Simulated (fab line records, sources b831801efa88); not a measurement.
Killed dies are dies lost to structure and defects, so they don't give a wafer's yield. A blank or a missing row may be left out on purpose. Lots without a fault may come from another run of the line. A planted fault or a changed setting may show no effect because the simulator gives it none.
Chamber matching | flow gf180mcu | GF_V3_CMP_04 on cmp-02: 4 sister chambers
The step polishes SiO2. 8 wafers are shown with their chamber, then 9 later ones without.

WAFERS WITH THEIR CHAMBER
wafer  | chamber | motor_current_A (A) | time_to_endpoint_s (s)
L817.1 | 0       | 13.1                | 82
L819.5 | 2       | 13.1                | 87
L819.6 | 3       | 14.0                | 85
L820.1 | 3       | 14.5                | 74
L820.6 | 2       | 13.6                | 86
L828.2 | 0       | 14.3                | 75
L828.3 | 1       | 13.2                | 77
L828.6 | 1       | 12.7                | 88

WAFERS WITHOUT THEIR CHAMBER
wafer  | motor_current_A (A) | time_to_endpoint_s (s)
L830.1 | 13.0                | 82
L830.4 | 13.6                | 82
L830.5 | 13.6                | 83
L831.1 | 12.2                | 73
L831.4 | 13.7                | 77
L831.6 | 12.9                | 78
L833.2 | 14.1                | 77
L833.4 | 13.0                | 82
L833.5 | 13.1                | 80

WHICH CHAMBER EACH WENT THROUGH
wafer  | from the rows above               | in truth
L830.1 | can't be placed: 1 or 2 or 0      | 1
L830.4 | can't be placed: 0 or 2 or 1 or 3 | 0
L830.5 | can't be placed: 2 or 0 or 1 or 3 | 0
L831.1 | can't be placed: 1 or 0 or 2 or 3 | 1
L831.4 | can't be placed: 0 or 3 or 1 or 2 | 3
L831.6 | can't be placed: 1 or 0 or 2 or 3 | 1
L833.2 | can't be placed: 3 or 0 or 2 or 1 | 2
L833.4 | can't be placed: 1 or 2 or 0      | 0
L833.5 | can't be placed: 1 or 0 or 2 or 3 | 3
Placed correctly: 0 of 9. Can't be placed from these rows: 9 (the true chamber is among the candidates in 9). Placed wrongly: 0.
How it was worked out, from the rows above alone: a wafer's distance from a chamber is the root of the sum, over the readings, of the square of ((its reading less the chamber's mean) divided by the reading's scatter). The wafer belongs to the nearest chamber; if the next one is less than 2 further off, it can't be placed. A chamber's mean is the mean of its shown wafers. The scatter: the root of (the sum of the squares of (reading less its chamber's mean) over the shown wafers, divided by (wafers less chambers)).
